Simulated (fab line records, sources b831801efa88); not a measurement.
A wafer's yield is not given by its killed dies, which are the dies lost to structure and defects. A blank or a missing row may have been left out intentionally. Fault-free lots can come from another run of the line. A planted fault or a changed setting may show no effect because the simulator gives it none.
2 desks looking at one fault + flow sky130 + numbers are kept per desk, each desk with only its own; the story behind them comes last

METROLOGY DESK
Means of the sampled wafers that have a number, per lot and without regard to the tool the lot ran on: this is what the gauges read. If a lot's mean is further than 4 standard deviations from the usual mean, the lot is out of limits and carries the mark OUT (the distance appears in the brackets).
Columns: A = CONTACT_CVD_00_THK at SKY_CONTACT_THK_MEAS_01, usual 75.5 nm; B = CONTACT_HDPCVD_THK at SKY_CONTACT_THK_MEAS_03, usual 568 nm; C = cd-nm at SKY_CONTACT_CD_MEAS_14, usual 170.1 nm; D = METAL1_ALCU_RS at SKY_METAL1_RS_MEAS_05, usual 0.1271 ohm/sq; E = METAL1_ALCU_THK at SKY_METAL1_THK_MEAS_06, usual 251.4 nm
| lot  | first seen here | A    | B   | C     | D                 | E                |
|------|-----------------|------|-----|-------|-------------------|------------------|
| L386 | day 30 23:44    | 75.0 | 565 | 171.3 | 0.1258            | 256.6            |
| L389 | day 32 00:46    | 75.4 | 562 | 170.2 | 0.1063 (-16) OUT  | 303.7 (+19) OUT  |
| L390 | day 32 06:49    | 75.9 | 565 | 170.2 | 0.1065 (-16) OUT  | 303.3 (+19) OUT  |
| L391 | day 32 12:05    | 76.4 | 568 | 168.1 | 0.1181 (-6.9) OUT | 274.8 (+8.7) OUT |
| L392 | day 32 20:04    | 76.3 | 565 | 167.0 | 0.1292            | 247.3            |
| L401 | day 35 17:34    | 75.6 | 566 | 170.6 | 0.1257            | 253.9            |
| L402 | day 36 02:02    | 76.3 | 567 | 169.9 | 0.1275            | 249.9            |
| L404 | day 36 12:27    | 74.7 | 571 | 169.4 | 0.1275            | 249.6            |
| L405 | day 37 01:57    | 75.5 | 572 | 170.9 | 0.1287            | 249.7            |
| L406 | day 37 06:50    | 74.7 | 566 | 169.4 | 0.1269            | 251.7            |
This desk finds L389, L390, L391 out of limits, with the earliest case on L389 at day 33 05:59 (METAL1_ALCU_RS at SKY_METAL1_RS_MEAS_05). L386, L392, L401, L402, L404, L405, L406 stayed within limits.

TOOL OWNER'S DESK, pvd-sputter-03
The tool's own readings at SKY_METAL1_SPUTTER_02 (material AlCu, target thk 250 nm, time 13.3 s): means of the sampled wafers that have a number, for each lot that ran on this tool. If a lot's mean is further than 4 standard deviations from the usual mean, the lot is out of limits and carries the mark OUT (the distance appears in the brackets).
Columns: A = cathode-dc-power-W at SKY_METAL1_SPUTTER_02, usual 10600 W; B = throttle-valve-pct at SKY_METAL1_SPUTTER_02, usual 30.5 %
| lot  | first seen here | A     | B    |
|------|-----------------|-------|------|
| L386 | day 32 06:08    | 10601 | 31.8 |
| L389 | day 33 05:54    | 10599 | 30.0 |
| L390 | day 33 12:22    | 10600 | 31.5 |
| L391 | day 33 17:01    | 10601 | 31.9 |
| L402 | day 37 06:19    | 10600 | 31.0 |
| L405 | day 38 05:53    | 10602 | 31.2 |
| L406 | day 38 10:41    | 10601 | 30.4 |
This desk found nothing out of limits on any of the 7 lots.

BROUGHT TOGETHER
Metrology desk: alarm possible at day 33 05:59 on L389, L390, L391.
The tool owner's desk saw nothing out of limits.
On record at the tool owner's desk: L389, L390, L391, within its limits.
The lots listed all ran SKY_METAL1_SPUTTER_02 on pvd-sputter-03.

WHAT WAS PUT IN BY THE SIMULATOR
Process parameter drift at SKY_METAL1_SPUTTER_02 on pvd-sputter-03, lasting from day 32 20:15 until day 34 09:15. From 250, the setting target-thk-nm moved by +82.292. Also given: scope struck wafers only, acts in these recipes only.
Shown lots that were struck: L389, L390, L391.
Time in hours between the start of the fault and the first out-of-limits reading at each desk: metrology desk, 10.
